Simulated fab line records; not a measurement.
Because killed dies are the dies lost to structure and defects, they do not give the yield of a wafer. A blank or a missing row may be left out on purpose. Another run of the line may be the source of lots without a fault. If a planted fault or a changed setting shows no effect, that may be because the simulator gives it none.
Commonality check across tools || flow gf180mcu || Sample size 14 lots and 42 wafers

== THE REASON FOR OPENING IT ==
At GF_HV_LDD_TW_MEAS_50 the reading HV_LDD_4_TW is flagged on 2 of 14 lots. Fault-free wafers read 565.8, with a standard deviation of 2.8.
Rule: a lot gets a flag if all its wafers with a number sit over 4 standard deviations from that mean, or if no wafer of it has a number. As for the other lots, they are considered sound.

{"lot": "L208", "measured": "day 12 08:11", "on": "film_metro-02", "HV_LDD_4_TW, wafer by wafer": "567.2 563.2 564.4", "flag": ""}
{"lot": "L209", "measured": "day 12 17:50", "on": "film_metro-03", "HV_LDD_4_TW, wafer by wafer": "563.1 566.7 566.6", "flag": ""}
{"lot": "L211", "measured": "day 13 08:52", "on": "film_metro-04", "HV_LDD_4_TW, wafer by wafer": "569.6 571.6 571.7", "flag": ""}
{"lot": "L213", "measured": "day 13 19:27", "on": "film_metro-04", "HV_LDD_4_TW, wafer by wafer": "570.4 568.7 570.9", "flag": ""}
{"lot": "L214", "measured": "day 14 03:52", "on": "film_metro-02", "HV_LDD_4_TW, wafer by wafer": "565.7 566.0 570.2", "flag": ""}
{"lot": "L217", "measured": "day 15 06:35", "on": "film_metro-02", "HV_LDD_4_TW, wafer by wafer": "559.5 563.2 561.3", "flag": ""}
{"lot": "L219", "measured": "day 15 20:38", "on": "film_metro-04", "HV_LDD_4_TW, wafer by wafer": "564.9 566.4 566.1", "flag": ""}
{"lot": "L220", "measured": "day 16 00:25", "on": "film_metro-02", "HV_LDD_4_TW, wafer by wafer": "563.2 563.0 565.4", "flag": ""}
{"lot": "L221", "measured": "day 16 09:38", "on": "film_metro-04", "HV_LDD_4_TW, wafer by wafer": "566.7 568.7 567.7", "flag": ""}
{"lot": "L226", "measured": "day 18 06:39", "on": "film_metro-02", "HV_LDD_4_TW, wafer by wafer": "566.9 563.3 565.3", "flag": ""}
{"lot": "L228", "measured": "day 19 02:03", "on": "film_metro-03", "HV_LDD_4_TW, wafer by wafer": "863.8 860.6 863.9", "flag": "FLAGGED"}
{"lot": "L229", "measured": "day 19 17:51", "on": "film_metro-04", "HV_LDD_4_TW, wafer by wafer": "860.2 855.5 859.5", "flag": "FLAGGED"}
{"lot": "L231", "measured": "day 20 02:44", "on": "film_metro-02", "HV_LDD_4_TW, wafer by wafer": "564.0 564.9 561.9", "flag": ""}
{"lot": "L230", "measured": "day 20 06:37", "on": "film_metro-02", "HV_LDD_4_TW, wafer by wafer": "563.4 561.2 564.5", "flag": ""}
Flagged lots average 860.6: +294.8 relative to the usual, that is +99 or more standard deviations.

== EACH LOT AND THE TOOL IT RAN ON ==
The record holds 1 process step before the reading, out of a route of 602 steps. Cell contents, in order: the tool; ch with the chambers the sampled wafers went through; the start.
{"lot": "L208", "flag": "", "GF_HV_LDD_IMPLANT_48": "implanter-03 ch 0, day 12 07:56"}
{"lot": "L209", "flag": "", "GF_HV_LDD_IMPLANT_48": "implanter-04 ch 0, day 12 17:35"}
{"lot": "L211", "flag": "", "GF_HV_LDD_IMPLANT_48": "implanter-03 ch 0, day 13 08:37"}
{"lot": "L213", "flag": "", "GF_HV_LDD_IMPLANT_48": "implanter-04 ch 0, day 13 19:12"}
{"lot": "L214", "flag": "", "GF_HV_LDD_IMPLANT_48": "implanter-04 ch 0, day 14 03:39"}
{"lot": "L217", "flag": "", "GF_HV_LDD_IMPLANT_48": "implanter-04 ch 0, day 15 06:20"}
{"lot": "L219", "flag": "", "GF_HV_LDD_IMPLANT_48": "implanter-02 ch 0, day 15 20:23"}
{"lot": "L220", "flag": "", "GF_HV_LDD_IMPLANT_48": "implanter-04 ch 0, day 16 00:11"}
{"lot": "L221", "flag": "", "GF_HV_LDD_IMPLANT_48": "implanter-02 ch 0, day 16 09:25"}
{"lot": "L226", "flag": "", "GF_HV_LDD_IMPLANT_48": "implanter-04 ch 0, day 18 06:24"}
{"lot": "L228", "flag": "FLAGGED", "GF_HV_LDD_IMPLANT_48": "implanter-04 ch 0, day 19 01:48"}
{"lot": "L229", "flag": "FLAGGED", "GF_HV_LDD_IMPLANT_48": "implanter-04 ch 0, day 19 17:36"}
{"lot": "L231", "flag": "", "GF_HV_LDD_IMPLANT_48": "implanter-03 ch 0, day 20 02:29"}
{"lot": "L230", "flag": "", "GF_HV_LDD_IMPLANT_48": "implanter-02 ch 0, day 20 06:23"}
These steps, and what they do:
- GF_HV_LDD_IMPLANT_48
- GF_HV_LDD_TW_MEAS_50

== FLAGGED AGAINST TOTAL, ONE TOOL AT A TIME (gauges that did the reading follow at the end) ==
{"step": "GF_HV_LDD_IMPLANT_48", "tool": "implanter-02", "lots run": 3, "flagged": 0, "share of the flagged lots": "none", "sound lots run after its first flagged lot": "-"}
{"step": "GF_HV_LDD_IMPLANT_48", "tool": "implanter-03", "lots run": 3, "flagged": 0, "share of the flagged lots": "none", "sound lots run after its first flagged lot": "-"}
{"step": "GF_HV_LDD_IMPLANT_48", "tool": "implanter-04", "lots run": 8, "flagged": 2, "share of the flagged lots": "all", "sound lots run after its first flagged lot": 0}
{"step": "GF_HV_LDD_TW_MEAS_50", "tool": "film_metro-02", "lots run": 7, "flagged": 0, "share of the flagged lots": "none", "sound lots run after its first flagged lot": "-"}
{"step": "GF_HV_LDD_TW_MEAS_50", "tool": "film_metro-03", "lots run": 2, "flagged": 1, "share of the flagged lots": "some", "sound lots run after its first flagged lot": 0}
{"step": "GF_HV_LDD_TW_MEAS_50", "tool": "film_metro-04", "lots run": 5, "flagged": 1, "share of the flagged lots": "some", "sound lots run after its first flagged lot": 0}

== WHAT THE TABLE ALLOWS ==
All flagged lots share 1 row of the table, namely implanter-04 at GF_HV_LDD_IMPLANT_48.
- implanter-04 at GF_HV_LDD_IMPLANT_48: 2 of its 8 lots flagged. Its last sound lot is L226 (day 18 06:24), its first flagged lot L228 (day 19 01:48): a fault that began between those two fits. Its own readings lie more than 4 standard deviations out on every wafer of the flagged lots: dose_ions_cm2, faraday_current_uA.
Just one tool remains: implanter-04 at GF_HV_LDD_IMPLANT_48.

== WHAT WAS PUT IN BY THE SIMULATOR ==
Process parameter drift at GF_HV_LDD_IMPLANT_48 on implanter-04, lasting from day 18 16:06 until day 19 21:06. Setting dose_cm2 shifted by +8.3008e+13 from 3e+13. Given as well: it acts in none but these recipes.
Shown lots that were struck: L228, L229. The rule given above showed the same thing.
